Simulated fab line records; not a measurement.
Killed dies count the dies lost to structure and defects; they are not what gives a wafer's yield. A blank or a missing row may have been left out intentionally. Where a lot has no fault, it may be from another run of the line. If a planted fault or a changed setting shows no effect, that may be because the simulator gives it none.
fab line records	flow sky130
[record] lots = 24	wafers = 72	last-day = 52
route steps=708 shown VIA1@474 METAL2@486 VIA2@508 CAPM@537 VIA3@594 METAL4@599
lots that met no fault: taken from a fault-free run of the same line
start-h: the number of hours between the record's first day and the start of the first shown wafer of the lot	wait-h: hours elapsed since this lot's preceding step	" identical to the entry in the row above	L1.1+2: a single row standing in for several wafers	- either no value or no given start	* or withheld: withheld	< > ~ a bound
route shown NAME@n: a module of which the file shows steps, and the number in the route of the first	usual: mean/standard deviation of fault-free wafers	same: alike in all rows	chamber/n: place in a boat	sites: the reading at each site	_std_site: standard deviation of those values	_edge_site: inner sites' mean taken away from outer sites' mean	radius-mm: how far each site lies from the wafer's centre	mask NAME#n: copy n	behind: the most recent tool/chamber to have shaped the wafer	hold: why the lot was held/for how many hours/how that ended	device: names the non-switching transistor (n, p or np)	end of line: the route-end tests of the same wafers	where a step has no rows: the recipe by itself	killed: count of dies lost to structure and defects at first sort (not the wafer's yield)	map: a wafer's dies, x killed, . not, _ none there
set.NAME: the setting that was run; set.NAME@STEP: the one run at that earlier step	model.NAME: the simulator's own value behind a step, which no gauge read
a sample of lots followed through the steps of the route, with each step as a table and each wafer as a row
services: a tool's chamber out of use, with start hour (start-h, from the record's first day; less than 0 if before it), hours out, and reason
[[steps]]
[step SKY_VIA1_STRIP_16]
[recipe] chemistry = O2/N2	power-w = 1400	pressure-mtorr = 1500	platen-temp-c = withheld	o2-flow-sccm = 3000	n2-flow-sccm = 300	overash-fraction = 0.5
[usual] drypump-motor-current-A = 5.8/0.33	oes-product-au = 0.416/0.0045	strip-time-to-endpoint-s = 4.471/0.025
lot.wafer	tool	chamber	start-h	wait-h	drypump-motor-current-A	oes-product-au	rf-hours-counter-h	strip-time-to-endpoint-s
L074.1	plasma-asher-03	1	742.88	0.0	6.2	0.413	91	4.469
L074.2	"	0	"	"	5.8	0.427	91	4.486
L074.3	"	0	"	"	5.8	0.413	-	4.498
L075.1	plasma-asher-01	0	743.56	0.0	5.2	0.415	56	4.457
L075.3	"	1	"	"	6.1	0.415	-	4.459
L075.6	"	1	"	"	6.0	0.417	-	4.457
L076.1	plasma-asher-01	0	745.91	0.0	5.2	0.418	56	4.449
L076.3	"	0	"	"	5.2	0.423	-	4.477
L076.6	"	1	"	"	6.1	0.417	-	4.444
L077.1	plasma-asher-02	1	746.56	0.0	6.0	0.419	32	4.475
L077.3	"	0	"	"	6.0	0.415	-	4.478
L077.4	"	1	"	"	6.0	0.420	-	4.466
L078.2	plasma-asher-03	0	759.58	0.0	5.8	0.418	93	4.486
L078.4	"	1	"	"	6.2	0.419	-	4.498
L078.5	"	0	"	"	5.8	0.412	-	4.486
L080.1	plasma-asher-01	1	767.78	0.0	6.0	0.412	58	4.442
L080.2	"	0	"	"	5.2	0.418	58	4.466
L080.6	"	1	"	"	6.0	0.416	-	4.479
L079.1	plasma-asher-03	1	769.88	0.0	6.2	0.412	94	4.466
L079.4	"	0	"	"	5.8	0.417	-	4.468
L079.5	"	1	"	"	6.2	0.407	-	4.453
L081.2	plasma-asher-01	0	781.98	0.0	5.3	0.420	59	4.479
L081.4	"	1	"	"	6.0	0.414	-	4.487
L081.6	"	0	"	"	5.2	0.420	-	4.464
L082.2	plasma-asher-01	0	790.31	0.0	5.3	0.418	60	4.484
L082.3	"	0	"	"	5.3	0.415	-	4.470
L082.4	"	1	"	"	6.1	0.412	-	4.483
L084.1	plasma-asher-01	1	793.81	0.0	6.1	0.425	60	4.476
L084.3	"	0	"	"	5.3	0.409	-	4.512
L084.6	"	0	"	"	5.3	0.418	-	4.461
L083.2	plasma-asher-03	0	794.93	0.0	5.8	0.417	96	4.471
L083.4	"	0	"	"	5.8	0.421	-	4.521
L083.5	"	1	"	"	6.2	0.413	-	4.489
L085.1	plasma-asher-01	1	800.16	0.0	6.1	0.416	61	4.483
L085.2	"	0	"	"	5.3	0.417	61	4.494
L085.4	"	1	"	"	6.0	0.417	-	4.459
L086.2	plasma-asher-02	1	809.68	0.0	6.0	0.423	37	4.495
L086.4	"	1	"	"	6.0	0.421	-	4.486
L086.5	"	0	"	"	6.0	0.416	-	4.462
L087.1	plasma-asher-01	0	817.98	0.0	5.2	0.408	63	4.434
L087.3	"	1	"	"	6.0	0.410	-	4.482
L087.4	"	0	"	"	5.2	0.421	-	4.429
L088.1	plasma-asher-01	1	819.68	0.0	6.0	0.408	63	4.479
L088.4	"	0	"	"	5.3	0.415	-	4.472
L088.6	"	0	"	"	5.3	0.423	-	4.451
L089.1	plasma-asher-01	0	829.78	0.0	5.2	0.422	64	4.454
L089.2	"	1	"	"	6.1	0.411	64	4.436
L089.5	"	1	"	"	6.1	0.415	-	4.469
L090.1	plasma-asher-02	0	841.93	0.0	6.0	0.419	41	4.493
L090.5	"	1	"	"	6.0	0.418	-	4.490
L090.6	"	0	"	"	6.0	0.418	-	4.480
L091.1	plasma-asher-02	0	848.53	0.0	6.0	0.411	41	4.419
L091.3	"	0	"	"	6.0	0.416	-	4.440
L091.6	"	0	"	"	6.0	0.421	-	4.424
L094.2	plasma-asher-03	0	1027.81	0.0	5.8	0.422	121	4.481
L094.3	"	0	"	"	5.8	0.418	-	4.426
L094.4	"	1	"	"	6.1	0.411	-	4.444
L092.2	plasma-asher-02	1	1031.78	0.0	6.0	0.421	59	4.499
L092.4	"	1	"	"	6.0	0.419	-	4.502
L092.6	"	1	"	"	6.0	0.421	-	4.487
L093.2	plasma-asher-01	0	1033.28	0.0	5.3	0.419	85	4.499
L093.4	"	1	"	"	6.1	0.425	-	4.497
L093.6	"	0	"	"	5.3	0.413	-	4.475
L095.2	plasma-asher-02	0	1034.43	0.0	5.9	0.411	60	4.446
L095.3	"	1	"	"	6.0	0.410	-	4.449
L095.4	"	0	"	"	6.0	0.410	-	4.486
L096.2	plasma-asher-02	0	1035.13	0.0	6.0	0.422	60	4.473
L096.4	"	1	"	"	6.0	0.414	-	4.479
L096.6	"	0	"	"	5.9	0.418	-	4.468
L097.2	plasma-asher-02	0	1035.78	0.0	6.0	0.406	60	4.422
L097.3	"	0	"	"	6.0	0.417	-	4.452
L097.5	"	1	"	"	6.0	0.409	-	4.450
[step SKY_METAL2_SPUTTER_03]
[recipe] material = Ti	target-thk-nm = 5	power-w = 3000	time-s = 3.3	chamber-pressure-pa = 0.4
[usual] throttle-valve-pct = 29.4/0.73
lot.wafer	tool	chamber	start-h	wait-h	throttle-valve-pct
L074.1	pvd-sputter-02	-	744.18	0.0	29.1
L074.2	"	-	"	"	30.2
L074.3	"	-	"	"	29.7
L075.1	pvd-sputter-02	-	744.85	0.0	29.8
L075.3	"	-	"	"	30.1
L075.6	"	-	"	"	29.8
L076.1	pvd-sputter-04	-	747.20	0.0	28.1
L076.3	"	-	"	"	32.0
L076.6	"	-	"	"	28.2
L077.1	pvd-sputter-02	-	747.85	0.0	29.1
L077.3	"	-	"	"	29.6
L077.4	"	-	"	"	29.4
L078.2	pvd-sputter-03	-	760.88	0.0	28.8
L078.4	"	-	"	"	29.9
L078.5	"	-	"	"	29.3
L080.1	pvd-sputter-02	-	769.12	0.0	29.6
L080.2	"	-	"	"	29.3
L080.6	"	-	"	"	29.8
L079.1	pvd-sputter-03	-	771.18	0.0	29.0
L079.4	"	-	"	"	30.2
L079.5	"	-	"	"	28.9
L081.2	pvd-sputter-03	-	783.32	0.0	28.2
L081.4	"	-	"	"	28.8
L081.6	"	-	"	"	28.4
L082.2	pvd-sputter-03	-	791.60	0.0	30.0
L082.3	"	-	"	"	28.5
L082.4	"	-	"	"	28.8
L084.1	pvd-sputter-03	-	795.10	0.0	28.6
L084.3	"	-	"	"	29.7
L084.6	"	-	"	"	29.0
L083.2	pvd-sputter-02	-	796.23	0.0	28.8
L083.4	"	-	"	"	29.7
L083.5	"	-	"	"	29.9
L085.1	pvd-sputter-02	-	801.45	0.0	29.8
L085.2	"	-	"	"	29.7
L085.4	"	-	"	"	29.9
L086.2	pvd-sputter-02	-	810.98	0.0	29.9
L086.4	"	-	"	"	30.0
L086.5	"	-	"	"	29.8
L087.1	pvd-sputter-02	-	819.31	0.0	30.2
L087.3	"	-	"	"	29.8
L087.4	"	-	"	"	29.1
L088.1	pvd-sputter-03	-	820.99	0.0	28.8
L088.4	"	-	"	"	29.3
L088.6	"	-	"	"	30.0
L089.1	pvd-sputter-02	-	831.08	0.0	30.1
L089.2	"	-	"	"	29.8
L089.5	"	-	"	"	29.8
L090.1	pvd-sputter-04	-	843.23	0.0	29.0
L090.5	"	-	"	"	28.1
L090.6	"	-	"	"	32.2
L091.1	pvd-sputter-02	-	850.27	0.0	29.2
L091.3	"	-	"	"	30.0
L091.6	"	-	"	"	28.8
L094.2	pvd-sputter-02	-	1029.21	0.0	29.7
L094.3	"	-	"	"	29.0
L094.4	"	-	"	"	30.0
L092.2	pvd-sputter-02	-	1033.08	0.0	28.7
L092.4	"	-	"	"	29.9
L092.6	"	-	"	"	29.2
L093.2	pvd-sputter-03	-	1034.62	0.0	30.0
L093.4	"	-	"	"	28.7
L093.6	"	-	"	"	29.5
L095.2	pvd-sputter-03	-	1035.75	0.0	28.4
L095.3	"	-	"	"	30.1
L095.4	"	-	"	"	28.8
L096.2	pvd-sputter-02	-	1036.58	0.0	29.1
L096.4	"	-	"	"	30.1
L096.6	"	-	"	"	29.6
L097.2	pvd-sputter-03	-	1037.08	0.0	28.7
L097.3	"	-	"	"	28.6
L097.5	"	-	"	"	28.3
[step SKY_VIA2_THK_MEAS_01]
[recipe] reads = SiO2_of_VIA2_HDPCVD_00
[usual] VIA2_HDPCVD_THK = 1182/11
lot.wafer	tool	chamber	start-h	wait-h	VIA2_HDPCVD_THK[nm]
L074.1	film-metro-01	-	771.65	0.1	1175
L074.2	"	-	"	"	1169
L074.3	"	-	"	"	1180
L075.1	film-metro-04	-	772.36	0.1	1184
L075.3	"	-	"	"	1195
L075.6	"	-	"	"	1197
L076.1	film-metro-01	-	774.14	0.1	1203
L076.3	"	-	"	"	1189
L076.6	"	-	"	"	1181
L077.1	film-metro-04	-	775.57	0.1	1199
L077.3	"	-	"	"	1188
L077.4	"	-	"	"	1167
L078.2	film-metro-04	-	787.08	0.1	1183
L078.4	"	-	"	"	1184
L078.5	"	-	"	"	1195
L080.1	film-metro-01	-	796.42	0.1	1190
L080.2	"	-	"	"	1184
L080.6	"	-	"	"	1176
L079.1	film-metro-04	-	798.86	0.1	1179
L079.4	"	-	"	"	1175
L079.5	"	-	"	"	1178
L081.2	film-metro-04	-	811.27	0.1	1169
L081.4	"	-	"	"	1176
L081.6	"	-	"	"	1191
L082.2	film-metro-04	-	820.13	0.1	1175
L082.3	"	-	"	"	1175
L082.4	"	-	"	"	1192
L084.1	film-metro-04	-	822.64	0.1	1190
L084.3	"	-	"	"	1201
L084.6	"	-	"	"	1203
L083.2	film-metro-04	-	824.57	0.1	1191
L083.4	"	-	"	"	1192
L083.5	"	-	"	"	1187
L085.1	film-metro-03	-	830.61	0.1	1183
L085.2	"	-	"	"	1178
L085.4	"	-	"	"	1189
L086.2	film-metro-04	-	839.70	0.1	1198
L086.4	"	-	"	"	1174
L086.5	"	-	"	"	1185
L087.1	film-metro-03	-	847.76	0.1	1172
L087.3	"	-	"	"	1187
L087.4	"	-	"	"	1181
L088.1	film-metro-03	-	849.45	0.1	1167
L088.4	"	-	"	"	1170
L088.6	"	-	"	"	1171
L089.1	film-metro-03	-	858.40	0.1	1177
L089.2	"	-	"	"	1174
L089.5	"	-	"	"	1154
L090.1	film-metro-03	-	869.63	0.1	1186
L090.5	"	-	"	"	1175
L090.6	"	-	"	"	1174
L091.1	film-metro-03	-	877.86	0.1	1179
L091.3	"	-	"	"	1167
L091.6	"	-	"	"	1146
L094.2	film-metro-01	-	1051.74	0.1	1172
L094.3	"	-	"	"	1187
L094.4	"	-	"	"	1186
L092.2	film-metro-01	-	1054.95	0.1	1192
L092.4	"	-	"	"	1197
L092.6	"	-	"	"	1179
L093.2	film-metro-03	-	1056.41	0.1	1182
L093.4	"	-	"	"	1168
L093.6	"	-	"	"	1191
L095.2	film-metro-03	-	1057.90	0.1	1193
L095.3	"	-	"	"	1181
L095.4	"	-	"	"	1208
L096.2	film-metro-03	-	1058.89	0.1	1171
L096.4	"	-	"	"	1186
L096.6	"	-	"	"	1193
L097.2	film-metro-04	-	1059.61	0.1	1191
L097.3	"	-	"	"	1168
L097.5	"	-	"	"	1186
[step SKY_CAPM_CVD_00]
[recipe] material = SiO2	target-thk-nm = 15.5	temp-c = 400	time-s = withheld	rf-w = 450
[usual] heater-power-w = 701/82	rf-fwd-power-W = 441.0/2.2
lot.wafer	tool	chamber	start-h	wait-h	heater-power-w	rf-fwd-power-W
L074.1	pecvd-03	1	800.07	0.0	658	438.4
L074.2	"	0	"	"	700	442.6
L074.3	"	2	"	"	862	440.0
L075.1	pecvd-04	2	800.98	0.0	764	440.3
L075.3	"	1	"	"	871	439.8
L075.6	"	1	"	"	866	439.7
L076.1	pecvd-03	1	802.24	0.0	620	439.2
L076.3	"	0	"	"	725	441.9
L076.6	"	0	"	"	699	441.1
L077.1	pecvd-01	2	804.92	0.0	599	444.2
L077.3	"	0	"	"	645	439.3
L077.4	"	1	"	"	704	445.3
L078.2	pecvd-04	0	815.34	0.0	597	444.4
L078.4	"	1	"	"	800	440.8
L078.5	"	2	"	"	820	439.8
L080.1	pecvd-01	2	825.53	0.0	634	443.9
L080.2	"	0	"	"	707	441.4
L080.6	"	1	"	"	736	441.1
L079.1	pecvd-04	0	827.87	0.0	620	441.4
L079.4	"	1	"	"	845	441.7
L079.5	"	0	"	"	613	440.8
L081.2	pecvd-03	0	840.82	0.0	720	441.7
L081.4	"	0	"	"	735	442.8
L081.6	"	2	"	"	814	440.0
L082.2	pecvd-03	0	849.32	0.0	614	441.5
L082.3	"	2	"	"	821	438.5
L082.4	"	1	"	"	642	439.3
L084.1	pecvd-01	2	851.18	0.0	644	443.6
L084.3	"	1	"	"	636	440.8
L084.6	"	0	"	"	715	439.7
L083.2	pecvd-04	2	853.46	0.0	788	437.8
L083.4	"	1	"	"	839	439.7
L083.5	"	2	"	"	782	437.6
L085.1	pecvd-01	0	858.72	0.0	673	441.6
L085.2	"	1	"	"	660	441.9
L085.4	"	0	"	"	656	438.0
L086.2	pecvd-01	2	867.51	0.0	713	442.7
L086.4	"	2	"	"	696	445.0
L086.5	"	1	"	"	720	443.9
L087.1	pecvd-03	1	875.78	0.0	572	438.7
L087.3	"	0	"	"	699	441.5
L087.4	"	1	"	"	559	439.2
L088.1	pecvd-01	2	878.14	0.0	602	441.8
L088.4	"	2	"	"	617	444.6
L088.6	"	1	"	"	664	442.8
L089.1	pecvd-03	1	887.12	0.0	612	439.6
L089.2	"	2	"	"	754	438.2
L089.5	"	2	"	"	765	440.0
L090.1	pecvd-01	2	898.80	0.0	672	441.3
L090.5	"	2	"	"	672	445.4
L090.6	"	1	"	"	606	443.2
L091.1	pecvd-03	2	907.05	0.0	811	437.5
L091.3	"	0	"	"	692	439.8
L091.6	"	2	"	"	812	438.3
L094.2	pecvd-04	1	1073.95	0.0	798	441.4
L094.3	"	0	"	"	674	442.2
L094.4	"	0	"	"	675	441.2
L092.2	pecvd-04	0	1077.20	0.0	674	444.7
L092.4	"	2	"	"	783	438.3
L092.6	"	0	"	"	662	442.4
L093.2	pecvd-03	2	1078.26	0.0	734	439.6
L093.4	"	1	"	"	564	441.2
L093.6	"	0	"	"	741	443.1
L095.2	pecvd-03	2	1079.72	0.0	869	440.1
L095.3	"	1	"	"	667	439.1
L095.4	"	1	"	"	677	440.2
L096.2	pecvd-01	0	1080.64	0.0	664	441.1
L096.4	"	1	"	"	704	443.7
L096.6	"	2	"	"	600	443.7
L097.2	pecvd-04	1	1081.44	0.0	765	441.2
L097.3	"	2	"	"	699	440.3
L097.5	"	1	"	"	771	441.5
[step SKY_VIA3_CVD_21]
[recipe] material = W	target-thk-nm = 390	time-s = 117.31	temp-c = 400	pressure-torr = 40
[usual] chamber-pressure-Torr = 40.01/0.089	heater-power-w = 827/57
lot.wafer	tool	chamber	start-h	wait-h	chamber-pressure-Torr	heater-power-w
L074.1	cvd-w-01	0	883.12	0.0	40.21	783
L074.2	"	1	"	"	40.14	867
L074.3	"	0	"	"	39.90	800
L075.1	cvd-w-01	0	884.12	0.0	40.12	787
L075.3	"	0	"	"	40.08	793
L075.6	"	0	"	"	40.16	812
L076.1	cvd-w-02	0	885.30	0.0	40.05	806
L076.3	"	1	"	"	40.12	865
L076.6	"	1	"	"	39.90	885
L077.1	cvd-w-02	0	887.05	0.0	40.11	789
L077.3	"	0	"	"	40.06	803
L077.4	"	1	"	"	40.02	877
L078.2	cvd-w-02	0	898.05	0.0	40.05	824
L078.4	"	0	"	"	40.15	803
L078.5	"	1	"	"	40.11	875
L080.1	cvd-w-02	1	907.57	0.0	39.93	874
L080.2	"	0	"	"	39.93	800
L080.6	"	0	"	"	40.00	794
L079.1	cvd-w-02	0	909.63	0.0	39.96	775
L079.4	"	0	"	"	39.99	791
L079.5	"	1	"	"	39.98	886
L081.2	cvd-w-01	1	923.12	0.0	40.11	878
L081.4	"	0	"	"	40.03	717
L081.6	"	0	"	"	40.00	730
L082.2	cvd-w-02	1	931.91	0.0	39.98	889
L082.3	"	1	"	"	40.05	870
L082.4	"	0	"	"	40.01	782
L084.1	cvd-w-02	1	932.26	0.0	39.81	861
L084.3	"	0	"	"	40.00	800
L084.6	"	1	"	"	40.00	871
L083.2	cvd-w-01	1	934.10	0.0	40.11	880
L083.4	"	1	"	"	40.02	857
L083.5	"	1	"	"	40.03	858
L085.1	cvd-w-02	0	940.72	0.0	39.99	787
L085.2	"	1	"	"	39.91	874
L085.4	"	1	"	"	40.10	878
L086.2	cvd-w-02	1	949.05	0.0	39.95	859
L086.4	"	0	"	"	39.81	820
L086.5	"	1	"	"	39.85	879
L087.1	cvd-w-01	0	957.21	0.0	39.97	713
L087.3	"	1	"	"	40.15	880
L087.4	"	0	"	"	39.99	717
L088.1	cvd-w-02	1	960.27	0.0	40.06	859
L088.4	"	0	"	"	40.02	788
L088.6	"	1	"	"	40.19	888
L089.1	cvd-w-01	0	967.25	0.0	39.95	728
L089.2	"	1	"	"	39.81	869
L089.5	"	0	"	"	40.08	721
L090.1	cvd-w-02	1	979.77	0.0	40.11	890
L090.5	"	1	"	"	40.25	867
L090.6	"	0	"	"	39.90	809
L091.1	cvd-w-01	1	986.92	0.0	39.95	849
L091.3	"	1	"	"	39.85	865
L091.6	"	0	"	"	40.08	730
L094.2	cvd-w-02	1	1131.75	0.0	40.00	884
L094.3	"	0	"	"	40.06	792
L094.4	"	1	"	"	39.95	904
L092.2	cvd-w-01	0	1134.43	0.0	39.96	727
L092.4	"	1	"	"	40.09	897
L092.6	"	0	"	"	40.11	733
L093.2	cvd-w-01	0	1134.86	0.0	40.13	762
L093.4	"	0	"	"	39.94	719
L093.6	"	0	"	"	39.95	718
L095.2	cvd-w-02	0	1136.46	0.0	39.94	802
L095.3	"	0	"	"	39.99	819
L095.4	"	1	"	"	39.96	907
L096.2	cvd-w-01	0	1136.99	0.0	40.04	752
L096.4	"	0	"	"	39.99	724
L096.6	"	1	"	"	40.00	868
L097.2	cvd-w-02	0	1137.91	0.0	39.98	813
L097.3	"	1	"	"	40.03	884
L097.5	"	0	"	"	40.08	809
[step SKY_METAL4_SPUTTER_01]
[recipe] material = TiN	target-thk-nm = 20	power-w = 6500	time-s = 16.7	chamber-pressure-pa = 0.4
[usual] throttle-valve-pct = 29.7/1
lot.wafer	tool	chamber	start-h	wait-h	throttle-valve-pct
L074.1	pvd-sputter-01	-	883.75	0.0	31.0
L074.2	"	-	"	"	28.2
L074.3	"	-	"	"	31.2
L075.1	pvd-sputter-02	-	884.78	0.0	29.8
L075.3	"	-	"	"	29.8
L075.6	"	-	"	"	30.1
L076.1	pvd-sputter-02	-	885.93	0.0	30.1
L076.3	"	-	"	"	29.1
L076.6	"	-	"	"	29.0
L077.1	pvd-sputter-01	-	887.67	0.0	29.1
L077.3	"	-	"	"	28.3
L077.4	"	-	"	"	31.4
L078.2	pvd-sputter-01	-	898.67	0.0	28.2
L078.4	"	-	"	"	31.4
L078.5	"	-	"	"	29.4
L080.1	pvd-sputter-01	-	908.20	0.0	30.5
L080.2	"	-	"	"	29.4
L080.6	"	-	"	"	28.4
L079.1	pvd-sputter-03	-	910.30	0.0	28.8
L079.4	"	-	"	"	30.1
L079.5	"	-	"	"	29.0
L081.2	pvd-sputter-02	-	923.74	0.0	30.0
L081.4	"	-	"	"	30.0
L081.6	"	-	"	"	29.9
L082.2	pvd-sputter-03	-	932.53	0.0	28.3
L082.3	"	-	"	"	29.2
L082.4	"	-	"	"	30.1
L084.1	pvd-sputter-01	-	932.88	0.0	29.2
L084.3	"	-	"	"	31.2
L084.6	"	-	"	"	29.5
L083.2	pvd-sputter-02	-	934.73	0.0	29.8
L083.4	"	-	"	"	29.9
L083.5	"	-	"	"	29.0
L085.1	pvd-sputter-02	-	941.34	0.0	29.2
L085.2	"	-	"	"	29.8
L085.4	"	-	"	"	29.8
L086.2	pvd-sputter-01	-	949.68	0.0	29.2
L086.4	"	-	"	"	30.8
L086.5	"	-	"	"	28.1
L087.1	pvd-sputter-01	-	957.83	0.0	31.3
L087.3	"	-	"	"	28.5
L087.4	"	-	"	"	30.8
L088.1	pvd-sputter-03	-	960.90	0.0	29.5
L088.4	"	-	"	"	28.5
L088.6	"	-	"	"	29.2
L089.1	pvd-sputter-01	-	967.88	0.0	29.1
L089.2	"	-	"	"	28.2
L089.5	"	-	"	"	30.7
L090.1	pvd-sputter-01	-	980.44	0.0	31.4
L090.5	"	-	"	"	28.1
L090.6	"	-	"	"	31.6
L091.1	pvd-sputter-02	-	987.54	0.0	29.9
L091.3	"	-	"	"	29.7
L091.6	"	-	"	"	30.0
L094.2	pvd-sputter-03	-	1132.38	0.0	28.9
L094.3	"	-	"	"	28.9
L094.4	"	-	"	"	29.9
L092.2	pvd-sputter-01	-	1135.36	0.0	30.9
L092.4	"	-	"	"	31.4
L092.6	"	-	"	"	31.6
L093.2	pvd-sputter-01	-	1135.96	0.0	28.1
L093.4	"	-	"	"	29.3
L093.6	"	-	"	"	31.6
L095.2	pvd-sputter-03	-	1137.19	0.0	29.1
L095.3	"	-	"	"	29.7
L095.4	"	-	"	"	28.7
L096.2	pvd-sputter-01	-	1137.61	0.0	31.4
L096.4	"	-	"	"	31.1
L096.6	"	-	"	"	28.2
L097.2	pvd-sputter-01	-	1138.55	0.0	30.8
L097.3	"	-	"	"	31.3
L097.5	"	-	"	"	30.9
[[services]]
tool	chamber	start-h	hours	kind
pvd-sputter-03	-	743.35	4.5	repair
pvd-sputter-01	-	766.60	15.7	repair
pecvd-03	2	793.35	3.7	repair
pecvd-03	-	803.96	28.1	pm
cvd-w-01	-	820.61	0.6	repair
pvd-sputter-03	-	847.33	1.7	repair
pecvd-03	-	857.79	1.1	repair
plasma-asher-01	-	870.36	0.9	repair
cvd-w-01	-	879.87	0.5	repair
cvd-w-01	-	904.00	14.0	pm
cvd-w-02	-	930.68	0.8	repair
plasma-asher-01	-	956.78	0.7	repair
pvd-sputter-01	-	964.51	0.8	repair
cvd-w-01	-	985.43	0.9	repair
plasma-asher-01	-	1021.54	10.0	pm
cvd-w-01	-	1038.78	0.9	repair
pecvd-03	1	1047.14	3.2	repair
pecvd-03	-	1047.43	0.7	repair
pecvd-03	-	1053.86	6.0	pm
plasma-asher-01	-	1065.54	1.4	repair
cvd-w-02	0	1085.97	3.6	repair
cvd-w-02	-	1089.41	6.0	pm
plasma-asher-01	-	1096.35	14.6	pm
pvd-sputter-02	-	1130.53	8.0	repair
[[key]]
fault none
